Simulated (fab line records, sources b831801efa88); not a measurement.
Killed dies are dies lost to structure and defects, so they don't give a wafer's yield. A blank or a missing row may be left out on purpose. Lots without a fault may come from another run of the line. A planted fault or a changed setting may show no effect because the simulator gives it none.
fab line records | flow sky130
record lots=6 wafers=18 last_day=50
route steps=708 shown DNWELL@41 PWDE@45 NWELL@56 PAD_OPEN@708
lots that met no fault: from a run of the same line without faults
start_h: hours from the record's first day to the start of the lot's first wafer shown | wait_h: hours since the lot's step before | " the same as in the row above | L1.1+2: a row that stands for several wafers | - no value, or no start given | * or withheld: withheld | < > ~ a bound
route shown NAME@n: a module of which the file shows steps, and the number in the route of the first | usual: mean/standard deviation of fault-free wafers | same: alike in all rows | chamber/n: place in a boat | sites: the reading at each site | _std_site: their standard deviation | _edge_site: outer sites' mean less inner sites' | radius_mm: how far each site lies from the wafer's centre | mask NAME#n: copy n | behind: the tool/chamber that last shaped the wafer | hold: why the lot was held/for how many hours/how that ended | device: the transistor (n, p or np) that didn't switch | end of line: the same wafers' tests at the end of the route | a step without rows: its recipe alone | killed: dies lost to structure and defects at the first sort, not the wafer's yield | map: a wafer's dies, x killed, . not, _ none there
set.NAME: the setting as run; set.NAME@STEP: as run at that earlier step | model.NAME: the simulator's own value behind a step, which no gauge read
lots at some steps of the route; a table a step, a row a wafer
services: from which hour (start_h, from the record's first day; less than 0 if before it) a tool's chamber was out of use, for how many hours, and why
## steps
# step SKY_DNWELL_DEVELOP_06
# recipe wall_angle_deg=90 developer=TMAH develop_time_s=60 dev_temp_c=23
# step SKY_DNWELL_IMPLANT_07
# recipe species=P energy_kev=withheld dose_cm2=withheld tilt_deg=withheld
# step SKY_DNWELL_STRIP_08
# recipe chemistry=O2/N2 power_w=1400 pressure_mtorr=1500 platen_temp_c=withheld o2_flow_sccm=3000 n2_flow_sccm=300 overash_fraction=0.5
# usual drypump_motor_current_A=5.7/0.31 oes_product_au=0.721/0.0045 strip_time_to_endpoint_s=36.89/0.1
# columns lot.wafer tool chamber start_h wait_h drypump_motor_current_A oes_product_au rf_hours_counter_h strip_time_to_endpoint_s
L503.1 plasma_asher-04 1 59.75 0.1 6.0 0.726 36 36.78
L503.3 " 1 " " 6.0 0.725 - 36.85
L503.4 " 0 " " 5.9 0.721 - 36.82
L508.1 plasma_asher-02 1 87.29 0.1 5.4 0.719 41 36.80
L508.5 " 1 " " 5.4 0.718 - 36.73
L508.6 " 0 " " 5.3 0.720 - 36.72
L515.2 plasma_asher-04 0 124.15 0.1 5.8 0.716 43 36.96
L515.4 " 1 " " 6.0 0.715 - 36.98
L515.6 " 1 " " 6.0 0.717 - 36.88
L517.3 plasma_asher-04 1 137.23 0.1 6.0 0.715 - 36.76
L517.4 " 0 " " 5.8 0.719 - 36.71
L517.5 " 1 " " 6.0 0.727 - 36.79
L522.1 plasma_asher-04 0 163.90 0.1 5.9 0.723 47 36.87
L522.2 " 1 " " 6.0 0.722 47 36.80
L522.5 " 0 " " 5.9 0.721 - 36.92
L524.1 plasma_asher-04 0 176.46 0.1 5.9 0.724 48 36.81
L524.4 " 0 " " 5.9 0.722 - 36.76
L524.6 " 0 " " 5.9 0.720 - 36.85
# step SKY_DNWELL_TW_MEAS_09
# usual DNWELL_TW=1116/5.7
# columns lot.wafer tool chamber start_h wait_h DNWELL_TW
L503.1 film_metro-03 - 59.85 0.1 1112
L503.3 " - " " 1114
L503.4 " - " " 1109
L508.1 film_metro-01 - 87.39 0.1 1114
L508.5 " - " " 1113
L508.6 " - " " 1112
L515.2 film_metro-01 - 124.26 0.1 1113
L515.4 " - " " 1112
L515.6 " - " " 1117
L517.3 film_metro-03 - 137.31 0.1 1119
L517.4 " - " " 1123
L517.5 " - " " 1120
L522.1 film_metro-02 - 164.00 0.1 1112
L522.2 " - " " 1111
L522.5 " - " " 1114
L524.1 film_metro-03 - 176.56 0.1 1111
L524.4 " - " " 1113
L524.6 " - " " 1119
# step SKY_PWDE_DEHYDRATE_00
# recipe temp_c=200 time_s=60
# step SKY_PWDE_HMDS_01
# recipe prime_time_s=60 prime_temp_c=120
# step SKY_PWDE_COAT_02
# recipe spin_rpm=2000 resist_thk_nm=3000
# step SKY_PWDE_SOFTBAKE_03
# recipe temp_c=110 time_s=withheld
# step SKY_PWDE_EXPOSE_04
# recipe mask_id=PWDEM na=0.6 source_shape=conventional sigma_outer=0.6 polarization=unpolarized target_cd_nm=840 dose_mj=214
# step SKY_PWDE_PEB_05
# recipe temp_c=115 time_s=withheld
# step SKY_PWDE_DEVELOP_06
# recipe wall_angle_deg=90 developer=TMAH develop_time_s=60 dev_temp_c=23
# step SKY_PWDE_OVL_MEAS_07
# usual PWDE_OVL=0.0/1.4
# columns lot.wafer tool chamber start_h wait_h PWDE_OVL[nm]
L503.1 overlay-01 - 76.02 - 0.8
L503.3 " - " " -1.6
L503.4 " - " " -1.2
L508.1 overlay-01 - 104.50 - -1.0
L508.5 " - " " -1.6
L508.6 " - " " -3.5
L515.2 overlay-01 - 142.96 - -0.2
L515.4 " - " " -1.4
L515.6 " - " " 0.4
L517.3 overlay-01 - 156.62 - -0.9
L517.4 " - " " 1.6
L517.5 " - " " 0.7
L522.1 overlay-01 - 184.95 - -0.2
L522.2 " - " " 0.4
L522.5 " - " " 0.0
L524.1 overlay-02 - 197.51 - -1.0
L524.4 " - " " 0.6
L524.6 " - " " 0.3
# step SKY_PWDE_IMPLANT_08
# recipe species=B energy_kev=150 dose_cm2=3.6e+12 tilt_deg=withheld
# usual beam_energy_keV=150.00/0.048 dose_ions_cm2=3.6e+12/4.2e+09
# columns lot.wafer tool chamber start_h wait_h beam_energy_keV dose_ions_cm2
L503.1 implanter-04 0 76.06 0.0 150.07 3.602e+12
L503.3 " 0 " " 150.02 3.598e+12
L503.4 " 0 " " 150.03 3.599e+12
L508.1 implanter-01 0 104.54 0.0 149.99 3.602e+12
L508.5 " 0 " " 150.06 3.593e+12
L508.6 " 0 " " 150.00 3.601e+12
L515.2 implanter-01 0 143.01 0.0 150.01 3.522e+12
L515.4 " 0 " " 149.98 3.516e+12
L515.6 " 0 " " 149.94 3.524e+12
L517.3 implanter-01 0 156.69 0.1 149.98 3.517e+12
L517.4 " 0 " " 149.97 3.52e+12
L517.5 " 0 " " 150.00 3.519e+12
L522.1 implanter-04 0 184.99 0.0 149.99 3.599e+12
L522.2 " 0 " " 150.05 3.604e+12
L522.5 " 0 " " 150.02 3.6e+12
L524.1 implanter-03 0 197.54 0.0 149.95 3.597e+12
L524.4 " 0 " " 149.97 3.593e+12
L524.6 " 0 " " 149.93 3.6e+12
# step SKY_PWDE_STRIP_09
# recipe chemistry=O2/N2 power_w=1400 pressure_mtorr=1500 platen_temp_c=withheld o2_flow_sccm=3000 n2_flow_sccm=300 overash_fraction=0.5
# usual drypump_motor_current_A=5.7/0.52 oes_product_au=0.722/0.0039 strip_time_to_endpoint_s=36.86/0.1
# columns lot.wafer tool chamber start_h wait_h drypump_motor_current_A oes_product_au rf_hours_counter_h strip_time_to_endpoint_s
L503.1 plasma_asher-04 1 76.21 0.1 6.0 0.723 38 36.85
L503.3 " 1 " " 6.0 0.719 - 36.83
L503.4 " 0 " " 5.9 0.724 - 37.01
L508.1 plasma_asher-04 1 104.69 0.1 6.0 0.715 41 36.84
L508.5 " 0 " " 5.9 0.715 - 36.76
L508.6 " 1 " " 6.0 0.727 - 36.92
L515.2 plasma_asher-01 0 143.14 0.1 4.8 0.723 47 36.89
L515.4 " 1 " " 6.2 0.722 - 36.87
L515.6 " 0 " " 4.8 0.729 - 36.75
L517.3 plasma_asher-03 1 156.83 0.1 5.8 0.724 - 36.91
L517.4 " 0 " " 5.4 0.725 - 36.74
L517.5 " 1 " " 5.7 0.726 - 36.95
L522.1 plasma_asher-03 0 185.14 0.1 5.4 0.723 37 36.80
L522.2 " 1 " " 5.8 0.719 37 36.84
L522.5 " 0 " " 5.4 0.719 - 36.80
L524.1 plasma_asher-03 1 197.69 0.1 5.7 0.717 38 36.69
L524.4 " 0 " " 5.4 0.726 - 36.72
L524.6 " 1 " " 5.7 0.719 - 36.69
# step SKY_PWDE_TW_MEAS_10
# usual PWDE_TW=374.3/1.8
# columns lot.wafer tool chamber start_h wait_h PWDE_TW
L503.1 film_metro-01 - 76.31 0.1 372.5
L503.3 " - " " 373.1
L503.4 " - " " 372.1
L508.1 film_metro-03 - 104.79 0.1 372.3
L508.5 " - " " 372.4
L508.6 " - " " 375.4
L515.2 film_metro-02 - 143.25 0.1 371.7
L515.4 " - " " 374.4
L515.6 " - " " 373.2
L517.3 film_metro-02 - 156.91 0.1 370.6
L517.4 " - " " 371.3
L517.5 " - " " 370.4
L522.1 film_metro-03 - 185.24 0.1 373.4
L522.2 " - " " 373.5
L522.5 " - " " 372.5
L524.1 film_metro-02 - 197.79 0.1 375.0
L524.4 " - " " 375.0
L524.6 " - " " 374.8
# step SKY_NWELL_DEHYDRATE_03
# recipe temp_c=200 time_s=60
# step SKY_NWELL_HMDS_04
# recipe prime_time_s=60 prime_temp_c=120
# step SKY_NWELL_COAT_05
# recipe spin_rpm=2000 resist_thk_nm=3000
# step SKY_NWELL_SOFTBAKE_06
# recipe temp_c=110 time_s=withheld
# step SKY_NWELL_EXPOSE_07
# recipe mask_id=NWM na=0.6 source_shape=conventional sigma_outer=0.6 polarization=unpolarized target_cd_nm=840 dose_mj=255
# step SKY_NWELL_PEB_08
# recipe temp_c=115 time_s=withheld
# step SKY_NWELL_DEVELOP_09
# recipe wall_angle_deg=90 developer=TMAH develop_time_s=60 dev_temp_c=23
# step SKY_NWELL_OVL_MEAS_10
# usual NWELL_00_OVL=-0.7/1.5
# columns lot.wafer tool chamber start_h wait_h NWELL_00_OVL[nm]
L503.1 overlay-02 - 92.96 - -0.2
L503.3 " - " " -1.0
L503.4 " - " " 0.0
L508.1 overlay-02 - 121.56 - -2.2
L508.5 " - " " 0.2
L508.6 " - " " 0.8
L515.2 overlay-01 - 162.01 - -0.8
L515.4 " - " " -2.8
L515.6 " - " " -0.4
L517.3 overlay-01 - 177.10 - -1.5
L517.4 " - " " 0.6
L517.5 " - " " -2.3
L522.1 overlay-01 - 208.27 - 2.8
L522.2 " - " " 1.9
L522.5 " - " " -0.1
L524.1 overlay-01 - 219.86 - -4.1
L524.4 " - " " -3.5
L524.6 " - " " -4.9
# step SKY_NWELL_IMPLANT_11
# recipe species=P energy_kev=400 dose_cm2=1.9e+13 tilt_deg=withheld
# step SKY_NWELL_IMPLANT_12
# recipe species=P energy_kev=120 dose_cm2=1.3e+12 tilt_deg=withheld
# step SKY_NWELL_IMPLANT_13
# recipe species=P energy_kev=50 dose_cm2=7e+11 tilt_deg=withheld
# step SKY_NWELL_STRIP_14
# recipe chemistry=O2/N2 power_w=1400 pressure_mtorr=1500 platen_temp_c=withheld o2_flow_sccm=3000 n2_flow_sccm=300 overash_fraction=0.5
# usual drypump_motor_current_A=5.5/0.47 oes_product_au=0.723/0.0045 strip_time_to_endpoint_s=36.87/0.1
# columns lot.wafer tool chamber start_h wait_h drypump_motor_current_A oes_product_au rf_hours_counter_h strip_time_to_endpoint_s
L503.1 plasma_asher-01 1 93.44 0.1 6.2 0.729 42 37.07
L503.3 " 0 " " 4.8 0.725 - 37.01
L503.4 " 1 " " 6.2 0.734 - 37.04
L508.1 plasma_asher-01 0 122.04 0.1 4.8 0.718 45 36.70
L508.5 " 1 " " 6.2 0.724 - 36.75
L508.6 " 0 " " 4.8 0.717 - 36.78
L515.2 plasma_asher-01 1 162.49 0.1 6.2 0.719 48 36.86
L515.4 " 1 " " 6.2 0.719 - 36.94
L515.6 " 1 " " 6.2 0.728 - 36.83
L517.3 plasma_asher-03 1 177.61 0.1 5.7 0.721 - 36.76
L517.4 " 0 " " 5.4 0.721 - 36.75
L517.5 " 0 " " 5.4 0.722 - 36.75
L522.1 plasma_asher-02 1 208.76 0.1 5.4 0.718 9 36.79
L522.2 " 0 " " 5.3 0.724 9 36.88
L522.5 " 0 " " 5.4 0.721 - 36.85
L524.1 plasma_asher-03 1 220.34 0.1 5.8 0.722 40 36.69
L524.4 " 1 " " 5.8 0.729 - 36.74
L524.6 " 0 " " 5.4 0.720 - 36.73
# step SKY_NWELL_TW_MEAS_15
# usual NWELL_TW=1823/7.2
# columns lot.wafer tool chamber start_h wait_h NWELL_TW
L503.1 film_metro-02 - 93.54 0.1 1823
L503.3 " - " " 1826
L503.4 " - " " 1833
L508.1 film_metro-03 - 122.14 0.1 1835
L508.5 " - " " 1824
L508.6 " - " " 1833
L515.2 film_metro-01 - 162.60 0.1 1820
L515.4 " - " " 1825
L515.6 " - " " 1817
L517.3 film_metro-02 - 177.70 0.1 1818
L517.4 " - " " 1826
L517.5 " - " " 1827
L522.1 film_metro-02 - 208.86 0.1 1810
L522.2 " - " " 1818
L522.5 " - " " 1818
L524.1 film_metro-01 - 220.44 0.1 1836
L524.4 " - " " 1841
L524.6 " - " " 1837
# step SKY_NWELL_DEHYDRATE_16
# recipe temp_c=200 time_s=60
# step SKY_NWELL_HMDS_17
# recipe prime_time_s=60 prime_temp_c=120
# step SKY_NWELL_COAT_18
# recipe spin_rpm=2000 resist_thk_nm=3000
# step SKY_NWELL_SOFTBAKE_19
# recipe temp_c=110 time_s=withheld
# step SKY_NWELL_EXPOSE_20
# recipe mask_id=NWM_COMPLEMENT na=0.6 source_shape=conventional sigma_outer=0.6 polarization=unpolarized target_cd_nm=840 dose_mj=260
# step SKY_NWELL_PEB_21
# recipe temp_c=115 time_s=withheld
# step SKY_NWELL_DEVELOP_22
# recipe wall_angle_deg=90 developer=TMAH develop_time_s=60 dev_temp_c=23
# step SKY_NWELL_OVL_MEAS_23
# usual NWELL_01_OVL=0.9/1.6
# columns lot.wafer tool chamber start_h wait_h NWELL_01_OVL[nm]
L503.1 overlay-02 - 110.34 - 0.0
L503.3 " - " " 1.3
L503.4 " - " " -0.3
L508.1 overlay-02 - 139.54 - 2.9
L508.5 " - " " 3.2
L508.6 " - " " 2.4
L515.2 overlay-02 - 182.91 - 0.6
L515.4 " - " " -0.6
L515.6 " - " " 0.2
L517.3 overlay-01 - 198.43 - 0.5
L517.4 " - " " -1.4
L517.5 " - " " 0.5
L522.1 overlay-02 - 231.02 - 2.5
L522.2 " - " " 4.1
L522.5 " - " " 1.3
L524.1 overlay-02 - 243.82 - 1.1
L524.4 " - " " 1.8
L524.6 " - " " -0.3
# step SKY_NWELL_IMPLANT_24
# recipe species=B energy_kev=140 dose_cm2=9.2e+12 tilt_deg=withheld
# step SKY_NWELL_STRIP_25
# recipe chemistry=O2/N2 power_w=1400 pressure_mtorr=1500 platen_temp_c=withheld o2_flow_sccm=3000 n2_flow_sccm=300 overash_fraction=0.5
# usual drypump_motor_current_A=5.5/0.43 oes_product_au=0.722/0.0044 strip_time_to_endpoint_s=36.88/0.096
# columns lot.wafer tool chamber start_h wait_h drypump_motor_current_A oes_product_au rf_hours_counter_h strip_time_to_endpoint_s
L503.1 plasma_asher-03 0 110.53 0.1 5.4 0.721 29 36.94
L503.3 " 1 " " 5.7 0.721 - 36.92
L503.4 " 0 " " 5.4 0.720 - 36.96
L508.1 plasma_asher-03 0 139.73 0.1 5.4 0.728 32 36.93
L508.5 " 1 " " 5.7 0.721 - 36.86
L508.6 " 0 " " 5.4 0.722 - 36.87
L515.2 plasma_asher-01 0 183.09 0.1 4.8 0.725 51 36.85
L515.4 " 1 " " 6.2 0.724 - 36.89
L515.6 " 0 " " 4.8 0.721 - 37.01
L517.3 plasma_asher-01 1 198.64 0.1 6.2 0.727 - 36.75
L517.4 " 0 " " 4.8 0.724 - 36.81
L517.5 " 1 " " 6.2 0.718 - 36.85
L522.1 plasma_asher-03 0 231.51 0.1 5.4 0.721 41 36.79
L522.2 " 1 " " 5.8 0.724 41 36.82
L522.5 " 0 " " 5.4 0.731 - 36.72
L524.1 plasma_asher-01 0 244.01 0.1 4.8 0.725 56 36.94
L524.4 " 1 " " 6.3 0.719 - 37.00
L524.6 " 1 " " 6.3 0.729 - 36.91
# step SKY_NWELL_TW_MEAS_26
# usual NWELL_2_TW=499/3.5
# columns lot.wafer tool chamber start_h wait_h NWELL_2_TW
L503.1 film_metro-02 - 110.63 0.1 502
L503.3 " - " " 502
L503.4 " - " " 500
L508.1 film_metro-02 - 139.83 0.1 499
L508.5 " - " " 496
L508.6 " - " " 498
L515.2 film_metro-01 - 183.20 0.1 498
L515.4 " - " " 497
L515.6 " - " " 501
L517.3 film_metro-01 - 198.73 0.1 502
L517.4 " - " " 502
L517.5 " - " " 501
L522.1 film_metro-03 - 231.61 0.1 509
L522.2 " - " " 510
L522.5 " - " " 507
L524.1 film_metro-02 - 244.11 0.1 498
L524.4 " - " " 495
L524.6 " - " " 497
# step SKY_NWELL_CLEAN_27
# recipe chemistry=SC1/SC2 mix=1:4:20 temp_c=70 time_s=150 dry=n2_spin
# step SKY_NWELL_RTA_28
# recipe temp_c=1050 time_s=30 idle_temp_c=650 ramp_up_c_per_s=150 ramp_down_c_per_s=90 ambient=N2
# usual lamp_power_pct=25.30/0.051 wafer_temp_C_max=1054.7/0.93
# columns lot.wafer tool chamber start_h wait_h lamp_power_pct wafer_temp_C_max
L503.1 rtp_anneal-02 0 110.74 0.0 25.20 1054.6
L503.3 " 0 " " 25.35 1053.7
L503.4 " 0 " " 25.30 1054.9
L508.1 rtp_anneal-02 0 139.94 0.0 25.34 1054.4
L508.5 " 0 " " 25.28 1054.4
L508.6 " 0 " " 25.35 1053.5
L515.2 rtp_anneal-01 0 183.32 0.0 25.30 1054.6
L515.4 " 0 " " 25.28 1056.2
L515.6 " 0 " " 25.33 1053.6
L517.3 rtp_anneal-02 0 198.91 0.0 25.42 1055.3
L517.4 " 0 " " 25.37 1055.9
L517.5 " 0 " " 25.28 1055.5
L522.1 rtp_anneal-02 0 231.72 0.0 25.30 1054.1
L522.2 " 0 " " 25.30 1054.1
L522.5 " 0 " " 25.35 1054.8
L524.1 rtp_anneal-02 0 244.22 0.0 25.33 1053.9
L524.4 " 0 " " 25.28 1054.2
L524.6 " 0 " " 25.29 1055.6
# step SKY_NWELL_RS_MEAS_29
# recipe thk_meas_gauge=four-point-probe
# usual NWELL_RS=625.0/2.1
# columns lot.wafer tool chamber start_h wait_h NWELL_RS[ohm/sq]
L503.1 film_metro-02 - 110.84 0.1 623.3
L503.3 " - " " 623.1
L503.4 " - " " 622.8
L508.1 film_metro-03 - 140.04 0.1 623.8
L508.5 " - " " 624.4
L508.6 " - " " 624.6
L515.2 film_metro-01 - 183.42 0.1 626.2
L515.4 " - " " 628.3
L515.6 " - " " 627.4
L517.3 film_metro-03 - 199.02 0.1 626.8
L517.4 " - " " 627.2
L517.5 " - " " 625.7
L522.1 film_metro-02 - 231.82 0.1 623.5
L522.2 " - " " 623.6
L522.5 " - " " 623.1
L524.1 film_metro-03 - 244.32 0.1 624.4
L524.4 " - " " 624.1
L524.6 " - " " 624.0
# step SKY_NWELL_RS_MEAS_31
# recipe thk_meas_gauge=four-point-probe
# usual PWDE_RS=5279/17
# columns lot.wafer tool chamber start_h wait_h PWDE_RS[ohm/sq]
L503.1 film_metro-02 - 111.08 0.1 5266
L503.3 " - " " 5260
L503.4 " - " " 5282
L508.1 film_metro-03 - 140.28 0.1 5260
L508.5 " - " " 5259
L508.6 " - " " 5276
L515.2 film_metro-01 - 183.66 0.1 5418
L515.4 " - " " 5396
L515.6 " - " " 5406
L517.3 film_metro-03 - 199.26 0.1 5372
L517.4 " - " " 5385
L517.5 " - " " 5390
L522.1 film_metro-02 - 232.06 0.1 5279
L522.2 " - " " 5277
L522.5 " - " " 5282
L524.1 film_metro-03 - 244.56 0.1 5265
L524.4 " - " " 5271
L524.6 " - " " 5258
# step SKY_PAD_OPEN_PROBE_99
# usual killed_at_M0_to_M3=43/7 killed_at_M4_up=3.5/1.9 killed_at_contacts=24/5.3 killed_at_front_end=15/4.4 killed_at_other=0.3/0.69 killed_dies=87/9.7 killed_open=48/7 killed_short=39/6.4
# same gross_dies=492 killed_at_back_side=0
# columns lot.wafer tool chamber start_h wait_h killed_at_M0_to_M3 killed_at_M4_up killed_at_contacts killed_at_front_end killed_at_other killed_dies killed_open killed_short model.etest.res_pwde_under_gate.rs_ohm_sq
L503.1 prober-01 - 1087.96 0.1 46 3 22 16 0 87 50 37 6131
L503.3 prober-01 - 1088.06 0.2 40 4 24 11 0 79 49 30 6140
L503.4 prober-01 - 1088.11 0.2 58 5 20 17 0 100 60 40 6156
L508.1 prober-01 - 1118.23 0.1 51 5 23 13 0 92 52 40 6146
L508.5 prober-01 - 1118.43 0.2 36 3 27 18 0 84 44 40 6205
L508.6 prober-01 - 1118.48 0.2 48 3 27 10 0 88 50 38 6210
L515.2 prober-02 - 1157.77 0.1 54 3 23 10 0 90 54 36 6310
L515.4 prober-02 - 1157.87 0.2 35 6 16 21 0 78 39 39 6256
L515.6 prober-02 - 1157.97 0.2 52 5 24 25 0 106 53 52 6238
L517.3 prober-01 - 1164.17 0.2 41 6 29 14 0 90 45 45 6363
L517.4 prober-01 - 1164.22 0.2 49 9 22 15 0 95 52 42 6332
L517.5 prober-01 - 1164.27 0.2 46 5 28 14 0 93 57 36 6404
L522.1 prober-02 - 1189.73 0.1 36 3 30 16 1 86 49 37 6196
L522.2 prober-02 - 1189.78 0.1 37 1 19 22 0 79 47 32 6162
L522.5 prober-02 - 1189.93 0.2 37 3 25 20 0 85 53 32 6199
L524.1 prober-01 - 1199.89 0.1 42 6 24 8 0 80 41 39 6104
L524.4 prober-01 - 1200.04 0.2 44 2 24 12 0 82 44 38 6190
L524.6 prober-01 - 1200.14 0.2 32 2 21 9 0 64 37 27 6144
# killed by level:class
L503.1 VIA1:geometric_particle:open=20 CONTACT:geometric_particle:short=6 CONTACT:geometric_particle:open=6 VIA1:geometric_particle:short=6 FIELD_ISO:geometric_particle:short=5 LI_CONTACT:geometric_particle:open=5 POLY_GATE:geometric_particle:short=5 VIA2:geometric_particle:open=5
L503.3 VIA1:geometric_particle:open=14 CONTACT:geometric_particle:open=10 VIA3:geometric_particle:open=8 LOCAL_INTERCONNECT:geometric_particle:short=5 METAL1:geometric_particle:short=4 FIELD_ISO:geometric_particle:open=3 FIELD_ISO:geometric_particle:short=3 CONTACT:geometric_particle:short=3
L503.4 VIA1:geometric_particle:open=18 CONTACT:geometric_particle:open=10 VIA2:geometric_particle:open=10 VIA1:geometric_particle:short=8 METAL2:geometric_particle:short=8 FIELD_ISO:geometric_particle:open=5 METAL1:geometric_particle:short=5 VIA3:geometric_particle:open=5
L508.1 VIA3:geometric_particle:open=11 CONTACT:geometric_particle:open=10 VIA1:geometric_particle:open=9 LI_CONTACT:geometric_particle:open=7 METAL2:geometric_particle:short=7 FIELD_ISO:geometric_particle:open=5 FIELD_ISO:geometric_particle:short=5 METAL3:geometric_particle:short=5
L508.5 CONTACT:geometric_particle:open=15 VIA1:geometric_particle:open=7 LI_CONTACT:geometric_particle:open=6 FIELD_ISO:geometric_particle:short=5 METAL1:geometric_particle:short=5 METAL2:geometric_particle:short=5 VIA2:geometric_particle:open=4 VIA3:geometric_particle:open=4
L508.6 LI_CONTACT:geometric_particle:open=8 CONTACT:geometric_particle:open=8 VIA1:geometric_particle:open=8 VIA3:geometric_particle:open=8 FIELD_ISO:geometric_particle:open=6 METAL1:geometric_particle:short=6 VIA2:geometric_particle:open=5 VIA3:geometric_particle:short=5
L515.2 VIA1:geometric_particle:open=16 VIA2:geometric_particle:open=9 CONTACT:geometric_particle:open=8 VIA3:geometric_particle:open=8 LI_CONTACT:geometric_particle:open=6 LI_CONTACT:geometric_particle:short=5 METAL1:geometric_particle:short=5 VIA1:geometric_particle:short=4
L515.4 VIA1:geometric_particle:open=9 FIELD_ISO:geometric_particle:short=8 CONTACT:geometric_particle:open=8 VIA1:geometric_particle:short=5 VIA3:geometric_particle:open=5 METAL4:geometric_particle:short=5 FIELD_ISO:geometric_particle:open=4 LI_CONTACT:geometric_particle:short=4
L515.6 VIA1:geometric_particle:open=13 CONTACT:geometric_particle:open=9 VIA1:geometric_particle:short=9 FIELD_ISO:geometric_particle:short=8 LI_CONTACT:geometric_particle:open=7 VIA2:geometric_particle:open=7 FIELD_ISO:geometric_particle:open=6 POLY_GATE:geometric_particle:short=6
L517.3 CONTACT:geometric_particle:open=12 METAL1:geometric_particle:short=7 LI_CONTACT:geometric_particle:short=6 VIA1:geometric_particle:open=6 VIA2:geometric_particle:open=6 POLY_GATE:geometric_particle:open=5 CONTACT:geometric_particle:short=5 METAL2:geometric_particle:short=4
L517.4 CONTACT:geometric_particle:open=13 VIA2:geometric_particle:open=9 METAL2:geometric_particle:short=8 VIA1:geometric_particle:open=8 METAL1:geometric_particle:short=6 POLY_GATE:geometric_particle:short=5 VIA3:geometric_particle:open=5 METAL4:geometric_particle:short=5
L517.5 VIA1:geometric_particle:open=12 CONTACT:geometric_particle:open=11 LI_CONTACT:geometric_particle:open=8 VIA2:geometric_particle:open=7 FIELD_ISO:geometric_particle:open=6 CONTACT:geometric_particle:short=5 METAL1:geometric_particle:short=5 METAL2:geometric_particle:short=5
L522.1 LI_CONTACT:geometric_particle:open=11 VIA1:geometric_particle:open=10 FIELD_ISO:geometric_particle:open=6 CONTACT:geometric_particle:short=6 CONTACT:geometric_particle:open=5 VIA2:geometric_particle:open=5 VIA2:geometric_particle:short=5 POLY_GATE:geometric_particle:short=4
L522.2 LI_CONTACT:geometric_particle:open=9 VIA1:geometric_particle:open=8 VIA3:geometric_particle:open=6 FIELD_ISO:geometric_particle:open=5 FIELD_ISO:geometric_particle:short=5 CONTACT:geometric_particle:open=5 VIA1:geometric_particle:short=4 VIA2:geometric_particle:short=4
L522.5 FIELD_ISO:geometric_particle:open=10 VIA1:geometric_particle:open=9 LI_CONTACT:geometric_particle:open=9 VIA2:geometric_particle:open=8 CONTACT:geometric_particle:open=7 FIELD_ISO:geometric_particle:short=5 LOCAL_INTERCONNECT:geometric_particle:short=5 VIA3:geometric_particle:open=4
L524.1 CONTACT:geometric_particle:open=9 VIA1:geometric_particle:open=8 VIA3:geometric_particle:open=7 VIA1:geometric_particle:short=6 CONTACT:geometric_particle:short=6 VIA2:geometric_particle:open=6 LOCAL_INTERCONNECT:geometric_particle:short=5 METAL2:geometric_particle:short=5
L524.4 CONTACT:geometric_particle:open=8 VIA2:geometric_particle:open=8 VIA1:geometric_particle:short=7 LI_CONTACT:geometric_particle:open=7 METAL1:geometric_particle:short=7 VIA3:geometric_particle:open=6 VIA1:geometric_particle:open=5 FIELD_ISO:geometric_particle:open=4
L524.6 VIA2:geometric_particle:open=7 CONTACT:geometric_particle:open=6 VIA3:geometric_particle:open=5 LI_CONTACT:geometric_particle:open=4 CONTACT:geometric_particle:short=4 METAL1:geometric_particle:short=4 VIA3:geometric_particle:short=4 VIA1:geometric_particle:open=4
## services
# columns tool chamber start_h hours kind
plasma_asher-01 - 42.20 2.8 pm
implanter-01 - 77.77 0.7 repair
plasma_asher-03 - 80.11 11.8 repair
implanter-01 - 86.72 2.5 repair
implanter-04 - 87.51 2.4 repair
implanter-04 - 108.63 2.1 repair
plasma_asher-02 - 108.78 9.0 pm
implanter-04 - 112.80 13.2 repair
plasma_asher-04 - 116.08 2.8 pm
plasma_asher-03 - 147.20 1.1 repair
implanter-03 - 149.07 8.1 repair
plasma_asher-01 - 152.22 0.9 repair
plasma_asher-01 - 160.19 0.6 repair
implanter-01 - 162.85 2.2 repair
plasma_asher-04 - 171.99 2.6 repair
implanter-03 - 177.13 4.0 repair
implanter-04 - 186.37 4.2 pm
implanter-04 - 190.61 3.2 repair
implanter-04 - 196.90 3.7 pm
implanter-03 - 204.03 1.9 repair
implanter-04 - 204.32 0.8 repair
implanter-01 - 220.68 3.2 pm
implanter-03 - 222.31 2.7 repair
implanter-03 - 230.13 4.7 pm
## key
first_sign step=SKY_PWDE_IMPLANT_08 reading=dose_ions_cm2 direction=down sigmas=19 usual=* struck=*
effect step=SKY_NWELL_RS_MEAS_31 reading=PWDE_RS direction=up sigmas=6.6 usual=5279 struck=5395
model_effect step=SKY_PAD_OPEN_PROBE_99 value=etest.res_pwde_under_gate.rs_ohm_sq without=6181 struck=6317
met_at SKY_PWDE_IMPLANT_08
struck_wafers L515.2,L515.4,L515.6,L517.3,L517.4,L517.5
tester_left_out L515,L517
onset_between 104.54 143.01
fault kind=process_parameter_drift tool=implanter-01 chamber=- onset_h=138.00 steps=SKY_PWDE_IMPLANT_08 channel=dose_cm2 offset=* shape=step end_h=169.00 acts_in=* stated=*
# tester_left_out: of these lots the tester's yield and bins aren't shown, on N5 and GAA mostly nor the transistor test; their killed dies are dies lost to structure and defects alone, not to doping, threshold or leakage, so they don't give the yield
